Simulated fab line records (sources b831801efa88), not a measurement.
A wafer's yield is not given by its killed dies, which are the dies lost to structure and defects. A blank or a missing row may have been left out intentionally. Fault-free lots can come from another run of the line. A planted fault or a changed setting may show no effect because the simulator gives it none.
A single fault, viewed from 2 desks / flow sky130 / what lay behind the numbers comes last; until then each desk has only its own

AT THE TOOL OWNER'S DESK: furnace-01
The tool's own readings at SKY_GATE_OXIDE_OXIDATION_16 (stabilise 600 s, purge 300 s, target thk 3.57 nm): means of the sampled wafers that have a number, for each lot that ran on this tool. A lot is out of limits, marked OUT, if its mean lies more than 4 standard deviations from the usual mean; the brackets give that distance. Of its 8 readings 7 are shown: the one that was out of limits first, and those that lie furthest out on some lot.
Columns: A = spike tc bottom C at SKY_GATE_OXIDE_OXIDATION_16, usual 818 C; B = spike tc centre C at SKY_GATE_OXIDE_OXIDATION_16, usual 801.7 C; C = spike tc lower C at SKY_GATE_OXIDE_OXIDATION_16, usual 799.4 C; D = spike tc top C at SKY_GATE_OXIDE_OXIDATION_16, usual 815.2 C; E = spike tc upper C at SKY_GATE_OXIDE_OXIDATION_16, usual 800.8 C; F = tube center temp C at SKY_GATE_OXIDE_OXIDATION_16, usual 800.01 C; G = tube_center_temp_C_max at SKY_GATE_OXIDE_OXIDATION_16, usual 802.1
lot=L990; first seen here=day 14 04:58; A=817; B=801.4; C=798.2; D=817.3; E=800.8; F=800.00; G=802.1
lot=L999; first seen here=day 17 16:22; A=807; B=792.1 (-8.7) OUT; C=789.8 (-6.4) OUT; D=807.6; E=790.9 (-8.3) OUT; F=791.03 (-99 or more) OUT; G=792.8 (-26) OUT
lot=L102; first seen here=day 18 10:25; A=807; B=791.6 (-9.2) OUT; C=788.9 (-7.0) OUT; D=808.7; E=791.5 (-7.7) OUT; F=791.00 (-99 or more) OUT; G=793.1 (-25) OUT
lot=L103; first seen here=day 18 13:44; A=807; B=792.5 (-8.3) OUT; C=788.9 (-7.0) OUT; D=809.0; E=791.8 (-7.5) OUT; F=791.02 (-99 or more) OUT; G=792.9 (-25) OUT
lot=L110; first seen here=day 21 01:34; A=815; B=801.8; C=799.1; D=816.3; E=799.2; F=800.01; G=801.8
This desk's finding: out of limits on L102, L103, L999; first on L999, day 17 16:22 (spike tc centre C at SKY_GATE_OXIDE_OXIDATION_16). Within limits: L990, L110.

METROLOGY DESK
Means of the sampled wafers that have a number, per lot and without regard to the tool the lot ran on: this is what the gauges read. A lot is out of limits, marked OUT, if its mean lies more than 4 standard deviations from the usual mean; the brackets give that distance.
Columns: A = GATE_OXIDE_OVL at SKY_GATE_OXIDE_OVL_MEAS_10, usual -0.2 nm; B = GATE_OXIDE_TW at SKY_GATE_OXIDE_TW_MEAS_14, usual 226
lot=L990; first seen here=day 14 03:24; A=0.2; B=225
lot=L991; first seen here=day 14 12:50; A=-1.8; B=221
lot=L999; first seen here=day 17 15:51; A=0.4; B=222
lot=L100; first seen here=day 17 20:17; A=-0.6; B=224
lot=L102; first seen here=day 18 08:06; A=-0.8; B=225
lot=L103; first seen here=day 18 13:15; A=0.2; B=222
lot=L110; first seen here=day 21 01:04; A=-0.1; B=223
This desk's finding: nothing out of limits on any of the 7 lots.

ALL TOGETHER
An alarm could have come from the tool owner's desk at day 17 16:22, on L102, L103, L999.
From the metrology desk's view, nothing was out of limits.
The metrology desk has L102, L103, L999 on record, within its limits.
Every lot named ran SKY_GATE_OXIDE_OXIDATION_16 on furnace-01.

WHAT WAS PUT IN BY THE SIMULATOR
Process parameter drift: furnace-01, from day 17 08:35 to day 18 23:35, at SKY_GATE_OXIDE_OXIDATION_16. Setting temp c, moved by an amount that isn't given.
Shown lots that were struck: L102, L103, L999.
How many hours passed from the start of the fault until each desk's first out-of-limits reading: the tool owner's desk, 8.
